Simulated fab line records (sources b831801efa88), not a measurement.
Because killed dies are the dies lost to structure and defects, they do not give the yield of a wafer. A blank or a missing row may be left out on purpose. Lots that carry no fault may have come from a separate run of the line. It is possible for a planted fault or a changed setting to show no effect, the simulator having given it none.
What tool caused it? :: flow gf180mcu :: at 1 step of a route of 602, 12 lots with 35 wafers sampled

== WHAT EACH GAUGE READ, for each wafer ==
GF_V4_OVL_MEAS_15.
lot: L299
measured: day 24 06:00
on: overlay-01
V4_OVL (nm): -4 2

lot: L300
measured: day 24 10:49
on: overlay-01
V4_OVL (nm): -13 -7 -14

lot: L302
measured: day 25 02:19
on: overlay-02
V4_OVL (nm): -18 -11 -16

lot: L303
measured: day 25 13:22
on: overlay-02
V4_OVL (nm): -10 -8 -8

lot: L304
measured: day 25 21:36
on: overlay-01
V4_OVL (nm): -1 -13 0

lot: L305
measured: day 26 08:31
on: overlay-02
V4_OVL (nm): -11 -8 -10

lot: L309
measured: day 27 19:07
on: overlay-01
V4_OVL (nm): -1 -9 -7

lot: L313
measured: day 28 20:31
on: overlay-01
V4_OVL (nm): -6 1 7

lot: L318
measured: day 30 08:57
on: overlay-01
V4_OVL (nm): -6 -13 0

lot: L320
measured: day 30 23:51
on: overlay-01
V4_OVL (nm): -15 -10 -16

lot: L321
measured: day 31 08:36
on: overlay-02
V4_OVL (nm): -14 -14 -13

lot: L322
measured: day 31 10:18
on: overlay-01
V4_OVL (nm): -7 -11 -10

== TOOL THAT RAN EACH LOT (tool first, then ch and the chambers of the sampled wafers, then the start) ==
Before these readings, the record contains no process step.

== AS READ BY THE TOOLS THEMSELVES (means over the sampled wafers that have a number; for cases with no such wafer, the mark the record gives instead) ==
The record holds no such reading with a usual standard deviation.

== THE ANSWER, worked out from the rows above alone ==
Rule: the usual values come from the lots themselves. Put in order of their means at a reading, lots are off if they are a third of the lots or fewer, leave a main group of 4 or more, and stand apart from it by a gap of 3 or more times the standard deviation of the main group's means; of several such gaps the widest counts. A main group whose means are all the same, to the digits that the tables above print for the reading, isn't used. Also off: a lot with no number at a reading for which 4 or more lots have one. Where the step has rows for the other lots, those lots are counted as sound. First the gauges in route order, then the tools' own readings, where a lot's mean is used as printed above. The first step at which some lot is off is used, and at that step the reading that is off furthest; a lot without a number counts as furthest.
No lot is off on any of the readings shown, so nothing can be concluded from this.

== WHAT THE SIMULATOR PUT IN ==
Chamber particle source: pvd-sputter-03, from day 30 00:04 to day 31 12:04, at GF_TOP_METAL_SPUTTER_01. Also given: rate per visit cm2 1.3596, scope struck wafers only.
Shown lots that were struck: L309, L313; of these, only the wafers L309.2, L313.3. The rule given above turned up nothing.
